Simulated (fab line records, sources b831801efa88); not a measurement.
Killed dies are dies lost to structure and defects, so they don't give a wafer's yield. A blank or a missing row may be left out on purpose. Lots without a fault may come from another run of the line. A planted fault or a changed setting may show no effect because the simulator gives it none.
Which tool did it? | flow sky130 | 11 lots, 33 wafers sampled, at 4 steps of a route of 708

WHAT THE GAUGES READ, wafer by wafer
SKY_VT_ADJUST_PCH_OVL_MEAS_07.
lot  | measured     | on         | VT_ADJUST_PCH_OVL (nm)
L876 | day 11 01:25 | overlay-02 | -2.3 -2.3 -3.0
L877 | day 11 14:50 | overlay-02 | -1.2 -2.0 1.0
L880 | day 12 09:53 | overlay-02 | -2.8 -2.4 -1.2
L881 | day 12 14:08 | overlay-01 | -1.7 -2.9 -1.1
L887 | day 14 11:50 | overlay-02 | 1.6 -0.7 -0.4
L888 | day 14 20:33 | overlay-02 | -3.0 -0.7 -1.7
L889 | day 15 02:48 | overlay-01 | -2.4 -0.6 1.1
L890 | day 15 15:02 | overlay-02 | 1.4 0.1 1.3
L893 | day 16 12:55 | overlay-01 | -1.4 -3.4 -0.9
L894 | day 16 19:14 | overlay-02 | -1.7 -0.7 -1.1
L896 | day 17 06:40 | overlay-01 | 0.0 -2.5 -1.5

SKY_RES_PROTECT_TW_MEAS_08.
lot  | measured     | on            | POLY_GATE_TW
L876 | day 15 13:40 | film_metro-03 | 4042 4044 4059
L877 | day 16 09:07 | film_metro-03 | 4052 4051 4056
L880 | day 18 17:18 | film_metro-02 | 4023 4054 4063
L881 | day 18 17:00 | film_metro-04 | 4005 4040 4029
L887 | day 19 16:45 | film_metro-02 | 2830 2808 2771
L888 | day 20 04:03 | film_metro-02 | 4057 4032 4037
L889 | day 20 09:53 | film_metro-03 | 2854 2847 2828
L890 | day 20 23:07 | film_metro-04 | 3996 4028 4022
L893 | day 21 21:52 | film_metro-02 | 4042 4032 4037
L894 | day 22 01:58 | film_metro-02 | 4068 4086 4090
L896 | day 24 00:38 | film_metro-02 | 4074 4044 4064

WHICH TOOL RAN EACH LOT (tool, then ch and the chambers of the sampled wafers, then the start)
lot  | SKY_POLY_GATE_IMPLANT_02        | SKY_RES_PROTECT_STRIP_07
L876 | implanter-04 ch 0, day 15 13:25 | plasma_asher-04 ch 0,1, day 15 13:34
L877 | implanter-04 ch 0, day 16 08:54 | plasma_asher-04 ch 0,1, day 16 09:02
L880 | implanter-02 ch 0, day 18 17:03 | plasma_asher-01 ch 0,1, day 18 17:12
L881 | implanter-01 ch 0, day 18 16:45 | plasma_asher-03 ch 0,1, day 18 16:54
L887 | implanter-04 ch 0, day 19 16:31 | plasma_asher-04 ch 0,1, day 19 16:38
L888 | implanter-02 ch 0, day 20 03:48 | plasma_asher-01 ch 0,1, day 20 03:57
L889 | implanter-04 ch 0, day 20 09:38 | plasma_asher-03 ch 0,1, day 20 09:47
L890 | implanter-01 ch 0, day 20 22:53 | plasma_asher-04 ch 0,1, day 20 23:00
L893 | implanter-01 ch 0, day 21 21:37 | plasma_asher-04 ch 0,1, day 21 21:46
L894 | implanter-02 ch 0, day 22 01:44 | plasma_asher-04 ch 0, day 22 01:51
L896 | implanter-02 ch 0, day 24 00:23 | plasma_asher-04 ch 0,1, day 24 00:32
- SKY_POLY_GATE_IMPLANT_02
- SKY_RES_PROTECT_STRIP_07: strips in O2/N2.

WHAT THE TOOLS THEMSELVES READ (means of the sampled wafers that have a number; where no wafer has one, the mark that the record gives instead)
SKY_POLY_GATE_IMPLANT_02.
lot  | tool         | beam_on_s (s) | dose_ions_cm2 | end_station_pressure_torr (Torr) | faraday_current_uA
L876 | implanter-04 | 32.6          | 7.694e+15     | 1.16e-05                         | 12961
L877 | implanter-04 | 32.2          | 7.695e+15     | 1.15e-05                         | 13122
L880 | implanter-02 | 34.3          | 7.699e+15     | 1.11e-05                         | 12396
L881 | implanter-01 | 30.9          | 7.700e+15     | 1.25e-05                         | 13688
L887 | implanter-04 | 10.1          | 7.630e+14     | 8.63e-06                         | 4244
L888 | implanter-02 | 34.2          | 7.691e+15     | 1.15e-05                         | 12421
L889 | implanter-04 | 9.9           | 7.687e+14     | 8.37e-06                         | 4319
L890 | implanter-01 | 31.0          | 7.696e+15     | 1.17e-05                         | 13667
L893 | implanter-01 | 31.6          | 7.704e+15     | 1.16e-05                         | 13403
L894 | implanter-02 | 33.9          | 7.690e+15     | 1.14e-05                         | 12479
L896 | implanter-02 | 34.5          | 7.698e+15     | 1.14e-05                         | 12309

SKY_RES_PROTECT_STRIP_07.
lot  | tool            | drypump_motor_current_A (A) | oes_product_au (a.u.) | strip_time_to_endpoint_s (s)
L876 | plasma_asher-04 | 6.1                         | 0.517                 | 23.31
L877 | plasma_asher-04 | 6.0                         | 0.518                 | 23.32
L880 | plasma_asher-01 | 5.3                         | 0.519                 | 23.29
L881 | plasma_asher-03 | 5.4                         | 0.511                 | 23.31
L887 | plasma_asher-04 | 6.0                         | 0.671                 | 15.25
L888 | plasma_asher-01 | 5.2                         | 0.516                 | 23.35
L889 | plasma_asher-03 | 5.4                         | 0.674                 | 15.21
L890 | plasma_asher-04 | 6.0                         | 0.518                 | 23.32
L893 | plasma_asher-04 | 6.0                         | 0.517                 | 23.29
L894 | plasma_asher-04 | 5.9                         | 0.517                 | 23.40
L896 | plasma_asher-04 | 6.1                         | 0.521                 | 23.36

THE ANSWER, worked out from the rows above alone
Rule: what is usual is taken from the lots themselves. Put in order of their means at a reading, lots are off if they are a third of the lots or fewer, leave a main group of 4 or more, and stand apart from it by a gap of 3 or more times the standard deviation of the main group's means; of several such gaps the widest counts. A main group whose means are all the same, to the digits that the tables above print for the reading, isn't used. A lot without any number at a reading at which 4 lots or more have one is off too. The other lots that the step has rows for count as sound. The gauges are gone through in route order, then the tools' own readings, and for those a lot's mean is taken as printed above. The first step at which some lot is off is used, and at that step the reading that is off furthest; a lot without a number counts as furthest.
Off: L887, L889, at SKY_RES_PROTECT_TW_MEAS_08 (POLY_GATE_TW). The main group: mean 4045, standard deviation 18.
A tool fits if, at a process step before that reading, it ran every lot that is off, and no sound lot after the first of them. The gauges at SKY_RES_PROTECT_TW_MEAS_08 aren't tried: what is off there is off at SKY_POLY_GATE_IMPLANT_02 too, on other tools, and a gauge's error can't cause that. One fits: implanter-04 at SKY_POLY_GATE_IMPLANT_02. Its last sound lot is L877 (day 16 08:54), its first lot that is off L887 (day 19 16:31): a fault that began between those two fits.
The tool's own readings at SKY_POLY_GATE_IMPLANT_02 bear it out: on the lots that are off they differ by more than 5 times the standard deviation of the sound lots' means. beam_on_s reads 10.0 s there against 32.8 s on the sound lots; dose_ions_cm2 reads 7.658e+14 there against 7.696e+15 on the sound lots; end_station_pressure_torr reads 8.50e-06 Torr there against 1.16e-05 Torr on the sound lots; faraday_current_uA reads 4282 there against 12938 on the sound lots.

WHAT THE SIMULATOR HAD PUT IN
Process parameter drift: implanter-04, from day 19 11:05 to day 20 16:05, at SKY_POLY_GATE_IMPLANT_02. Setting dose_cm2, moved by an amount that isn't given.
Lots struck among those shown: L887, L889. The rule above found the same.
